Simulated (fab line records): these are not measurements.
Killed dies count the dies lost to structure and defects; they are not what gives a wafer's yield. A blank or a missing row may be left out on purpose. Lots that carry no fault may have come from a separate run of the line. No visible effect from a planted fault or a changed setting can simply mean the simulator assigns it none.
Problem report in the 8D (eight disciplines) form, filled by code / flow gf180mcu / the parts of the form that need people (team, actions taken, sign-off) are left out

1. WHAT IS WRONG
PSD_TW at GF_PSD_TW_MEAS_11 reads a mean of 30 on 6 wafers of 2 lots; wafers without a fault read 3150 with a standard deviation of 38. Measured from the usual mean, that is -82 standard deviations.
First seen on wafer L273.2, day 19 04:47, on film metro-01. At this step, 42 wafers from 14 lots have a number in the record. The rule behind "out" and "out of limits": a value lying over 4 standard deviations away from the usual mean. The other wafers with a number count as sound.

2. WHAT IT IS, WHAT IT ISN'T
question=which readings at this step | is=PSD_TW | is not=-
question=which lots | is=L273, L274 | is not=L259, L260, L262, L263, L264, L268, L276, L278, L279, L280, L281, L282
question=which wafers of those lots | is=all that have a number | is not=-
question=read on which gauges | is=film metro-01, film metro-03 | is not=film metro-04
question=when | is=from day 19 04:47 | is not=up to then (18 sound wafers); but 18 sound wafers of L276, L278, L279, L280, L281, L282 came after

3. SUSPECTS, AND WHAT RULES EACH OUT
Counting: a tool at any process step up to the reading remains a suspect when it ran all the lots that are out and ran no sound lot after the first of those.
- the gauge at GF_PSD_TW_MEAS_11 is ruled out. Those wafers that are out were read across 2 gauges (film metro-01, film metro-03).
- plasma asher-01 at GF_NSD_STRIP_11 (strips in O2/N2): ruled out as a lasting fault. After its first lot that is out, L273 (day 18 04:35), sound lots L279 ran on it.
- plasma asher-01 at GF_PSD_STRIP_10 (strips in O2/N2): ruled out as a lasting fault. After its first lot that is out, L273 (day 19 04:40), sound lots L279, L282 ran on it.
Left after counting: nothing in the record.

4. THE CAUSE (what the simulator had put in)
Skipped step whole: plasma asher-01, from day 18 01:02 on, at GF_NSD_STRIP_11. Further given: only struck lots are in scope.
The count ruled it out by mistake, since the rule takes a fault to strike every lot its tool runs from the start of the fault on, and this one did not do so.

5. SEQUENCE OF EFFECTS, ordered by route
Rows list readings where the struck wafers' mean (over those with a number) sits beyond 3 standard deviations from the usual. Readings are gone through only where the record gives a usual standard deviation; hours: the median, over the lots, of the time from a lot's start at the first step in this table giving one to that lot's start at this step; sigmas: the change measured in usual standard deviations.
hours=0; step=GF_PSD_STRIP_10; reading=oes product au; usual=0.592 a.u.; on struck wafers=0.656; change=+0.064; sigmas=+15
hours=0; step=GF_PSD_STRIP_10; reading=strip time to endpoint s; usual=16.53 s; on struck wafers=31.45; change=+14.92; sigmas=+99 or more
hours=0; step=GF_PSD_TW_MEAS_11; reading=PSD_TW; usual=3150; on struck wafers=30; change=-3120; sigmas=-82
Process steps it contains:
- GF_PSD_STRIP_10: strips in O2/N2.
Readings that are blank on the struck wafers while sound wafers have them: chamber pressure mTorr at GF_NSD_STRIP_11; drypump motor current A at GF_NSD_STRIP_11; heater power w at GF_NSD_STRIP_11; oes product au at GF_NSD_STRIP_11; strip time to endpoint s at GF_NSD_STRIP_11.

6. WHAT WOULD HAVE CAUGHT IT SOONER
The first out-of-limits reading at a measuring or inspecting step in this record came at day 19 04:47, 28 hours after the fault's start at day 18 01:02.
At GF_NSD_STRIP_11 the tool's readings are blank on the struck wafers, where sound wafers have them: an empty tool record is the first sign, and it was there at once.
